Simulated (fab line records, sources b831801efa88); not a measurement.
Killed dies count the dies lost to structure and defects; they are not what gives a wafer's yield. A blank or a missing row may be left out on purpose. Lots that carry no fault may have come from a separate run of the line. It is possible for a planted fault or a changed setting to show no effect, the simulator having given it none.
Which tool did it? | flow gf180mcu | 15 lots, 45 wafers sampled, at 4 steps of a route of 602

== WHAT EACH GAUGE READ, for each wafer ==
No reading from a measuring or inspecting step in the record can be judged against a usual standard deviation.

== WHAT TOOL EACH LOT RAN ON (gives the tool, then ch and the chambers of the sampled wafers, and finally the start) ==
lot  | GF_CONTACT_SPUTTER_22        | GF_M1_SPUTTER_01             | GF_V1_PEB_12                      | GF_V1_STRIP_18
L462 | pvd_sputter-04, day 16 05:05 | pvd_sputter-03, day 16 05:52 | litho_track-03 ch 0, day 18 03:32 | plasma_asher-03 ch 0,1, day 18 04:08
L463 | pvd_sputter-04, day 16 09:59 | pvd_sputter-03, day 16 10:46 | litho_track-03 ch 0, day 18 09:46 | plasma_asher-03 ch 0,1, day 18 10:23
L467 | pvd_sputter-01, day 17 21:18 | pvd_sputter-03, day 17 22:11 | litho_track-04 ch 0, day 19 22:58 | plasma_asher-04 ch 0,1, day 19 23:37
L468 | pvd_sputter-02, day 18 08:05 | pvd_sputter-04, day 18 08:52 | litho_track-04 ch 0, day 20 10:53 | plasma_asher-04 ch 0,1, day 20 11:29
L469 | pvd_sputter-04, day 18 17:17 | pvd_sputter-03, day 18 18:06 | litho_track-04 ch 0, day 20 20:29 | plasma_asher-02 ch 0,1, day 20 21:05
L471 | pvd_sputter-04, day 19 13:34 | pvd_sputter-03, day 19 14:20 | litho_track-01 ch 0, day 21 16:02 | plasma_asher-03 ch 0,1, day 21 16:40
L473 | pvd_sputter-04, day 20 05:53 | pvd_sputter-03, day 20 06:40 | litho_track-03 ch 0, day 22 08:40 | plasma_asher-04 ch 0,1, day 22 09:17
L474 | pvd_sputter-01, day 20 12:29 | pvd_sputter-04, day 20 13:16 | litho_track-03 ch 0, day 22 14:43 | plasma_asher-04 ch 0,1, day 22 15:20
L476 | pvd_sputter-01, day 21 05:28 | pvd_sputter-04, day 21 06:14 | litho_track-01 ch 0, day 23 05:55 | plasma_asher-03 ch 0,1, day 23 06:31
L477 | pvd_sputter-04, day 21 11:38 | pvd_sputter-01, day 21 12:25 | litho_track-01 ch 0, day 23 13:10 | plasma_asher-04 ch 0,1, day 23 13:46
L478 | pvd_sputter-02, day 21 22:15 | pvd_sputter-03, day 21 23:02 | litho_track-03 ch 0, day 23 23:44 | plasma_asher-04 ch 0,1, day 24 00:20
L481 | pvd_sputter-04, day 22 19:10 | pvd_sputter-01, day 22 19:57 | litho_track-03 ch 0, day 24 19:05 | plasma_asher-03 ch 0,1, day 24 19:41
L482 | pvd_sputter-01, day 23 06:29 | pvd_sputter-03, day 23 07:16 | litho_track-01 ch 0, day 25 04:07 | plasma_asher-04 ch 0,1, day 25 04:43
L483 | pvd_sputter-04, day 23 15:03 | pvd_sputter-03, day 23 15:50 | litho_track-01 ch 0, day 25 13:40 | plasma_asher-04 ch 0,1, day 25 14:16
L485 | pvd_sputter-01, day 24 09:47 | pvd_sputter-01, day 24 10:34 | litho_track-03 ch 0, day 26 07:04 | plasma_asher-04 ch 0,1, day 26 07:42
- GF_CONTACT_SPUTTER_22: material Ti, target thk 15 nm, time 80.02 s.
- GF_M1_SPUTTER_01: material TiN, target thk 30 nm, time 25 s.
- GF_V1_PEB_12: peb time 90 s.
- GF_V1_STRIP_18: strips in O2/N2.

== AS READ BY THE TOOLS THEMSELVES (means over the sampled wafers that have a number; for cases with no such wafer, the mark the record gives instead) ==
GF_CONTACT_SPUTTER_22. Usual: substrate_temp_c 200.00 C, standard deviation 0.17; throttle_valve_pct 30.2 %, standard deviation 1.3.
lot  | tool           | substrate_temp_c (C) | throttle_valve_pct (%) | flag
L462 | pvd_sputter-04 | 200.01               | 29.7                   |
L463 | pvd_sputter-04 | 200.13               | 30.0                   |
L467 | pvd_sputter-01 | 199.95               | 30.3                   |
L468 | pvd_sputter-02 | 200.02               | 30.2                   |
L469 | pvd_sputter-04 | 199.98               | 29.8                   |
L471 | pvd_sputter-04 | 200.06               | 30.5                   |
L473 | pvd_sputter-04 | 199.73               | 31.5                   |
L474 | pvd_sputter-01 | 200.16               | 30.0                   |
L476 | pvd_sputter-01 | 199.97               | 30.3                   |
L477 | pvd_sputter-04 | 199.75               | 30.0                   |
L478 | pvd_sputter-02 | 200.17               | 29.4                   |
L481 | pvd_sputter-04 | 200.11               | 30.7                   |
L482 | pvd_sputter-01 | 199.96               | 30.6                   |
L483 | pvd_sputter-04 | 199.93               | 31.1                   |
L485 | pvd_sputter-01 | 200.01               | 30.8                   |

GF_M1_SPUTTER_01. Usual: throttle_valve_pct reads 30.4 % (standard deviation 1.1).
lot  | tool           | throttle_valve_pct (%) | flag
L462 | pvd_sputter-03 | 30.6                   |
L463 | pvd_sputter-03 | 30.5                   |
L467 | pvd_sputter-03 | 30.7                   |
L468 | pvd_sputter-04 | 29.0                   |
L469 | pvd_sputter-03 | 30.3                   |
L471 | pvd_sputter-03 | 30.3                   |
L473 | pvd_sputter-03 | 30.4                   |
L474 | pvd_sputter-04 | 29.4                   |
L476 | pvd_sputter-04 | 30.1                   |
L477 | pvd_sputter-01 | 30.4                   |
L478 | pvd_sputter-03 | 30.4                   |
L481 | pvd_sputter-01 | 31.0                   |
L482 | pvd_sputter-03 | 30.3                   |
L483 | pvd_sputter-03 | 30.4                   |
L485 | pvd_sputter-01 | 30.7                   |

GF_V1_PEB_12. Usual: heater_power_total_W 85.70 W, standard deviation 0.085; plate_temp_C 134.99 C, standard deviation 0.15.
lot  | tool           | heater_power_total_W (W) | plate_temp_C (C) | flag
L462 | litho_track-03 | 85.59                    | 135.10           |
L463 | litho_track-03 | 85.70                    | 134.70           |
L467 | litho_track-04 | 86.68                    | -                | OFF
L468 | litho_track-04 | 86.64                    | -                | OFF
L469 | litho_track-04 | 86.70                    | -                | OFF
L471 | litho_track-01 | 85.72                    | 134.93           |
L473 | litho_track-03 | 85.69                    | 134.89           |
L474 | litho_track-03 | 85.71                    | 135.04           |
L476 | litho_track-01 | 85.68                    | 134.98           |
L477 | litho_track-01 | 85.67                    | 135.14           |
L478 | litho_track-03 | 85.70                    | 134.88           |
L481 | litho_track-03 | 85.73                    | 134.90           |
L482 | litho_track-01 | 85.67                    | 135.13           |
L483 | litho_track-01 | 85.65                    | 134.89           |
L485 | litho_track-03 | 85.80                    | 134.89           |

GF_V1_STRIP_18. Usual: drypump_motor_current_A 5.41 A, standard deviation 0.28; heater_power_w 301 W, standard deviation 20; oes_product_au 0.591 a.u., standard deviation 0.0048.
lot  | tool            | drypump_motor_current_A (A) | heater_power_w (W) | oes_product_au (a.u.) | flag
L462 | plasma_asher-03 | 5.41                        | 298                | 0.593                 |
L463 | plasma_asher-03 | 5.65                        | 289                | 0.593                 |
L467 | plasma_asher-04 | 5.42                        | 290                | 0.590                 |
L468 | plasma_asher-04 | 5.42                        | 289                | 0.599                 |
L469 | plasma_asher-02 | 5.41                        | 329                | 0.592                 |
L471 | plasma_asher-03 | 5.63                        | 289                | 0.592                 |
L473 | plasma_asher-04 | 5.43                        | 295                | 0.594                 |
L474 | plasma_asher-04 | 5.41                        | 293                | 0.590                 |
L476 | plasma_asher-03 | 5.43                        | 292                | 0.587                 |
L477 | plasma_asher-04 | 5.37                        | 302                | 0.596                 |
L478 | plasma_asher-04 | 5.42                        | 284                | 0.596                 |
L481 | plasma_asher-03 | 5.43                        | 291                | 0.598                 |
L482 | plasma_asher-04 | 5.40                        | 294                | 0.592                 |
L483 | plasma_asher-04 | 5.42                        | 291                | 0.589                 |
L485 | plasma_asher-04 | 5.43                        | 290                | 0.591                 |

== THE ANSWER, worked out from the rows above alone ==
Rule: a lot counts as off when the mean over its wafers that have a number is more than 3 standard deviations away from the usual mean. A lot without any number at a reading at which 4 lots or more have one is off too. Where the step has rows for the other lots, those lots are counted as sound. Order of review: gauges by route order, followed by the tools' own readings, for which a lot's mean as printed above is used. At the first step where some lot is off, the reading lying furthest off is the one used; lots without a number count as furthest.
Off, at GF_V1_PEB_12 on plate_temp_C: L467, L468, L469. Without a number there: L467, L468, L469.
A tool fits if, at that step or a process step before it, it ran every lot that is off, and no sound lot after the first of them. One fits: litho_track-04 at GF_V1_PEB_12. It ran no sound lot before its first lot that is off in this sample, so the start can't be narrowed down.
On the lots that are off, the tool's own readings at GF_V1_PEB_12 differ by more than 5 times the standard deviation of the sound lots' means, which bears it out; heater_power_total_W reads 86.67 W there versus 85.69 W on the sound lots.
Blank at GF_V1_PEB_12 on the lots that are off, where sound lots have numbers: plate_temp_C.

== WHAT THE SIMULATOR PUT IN ==
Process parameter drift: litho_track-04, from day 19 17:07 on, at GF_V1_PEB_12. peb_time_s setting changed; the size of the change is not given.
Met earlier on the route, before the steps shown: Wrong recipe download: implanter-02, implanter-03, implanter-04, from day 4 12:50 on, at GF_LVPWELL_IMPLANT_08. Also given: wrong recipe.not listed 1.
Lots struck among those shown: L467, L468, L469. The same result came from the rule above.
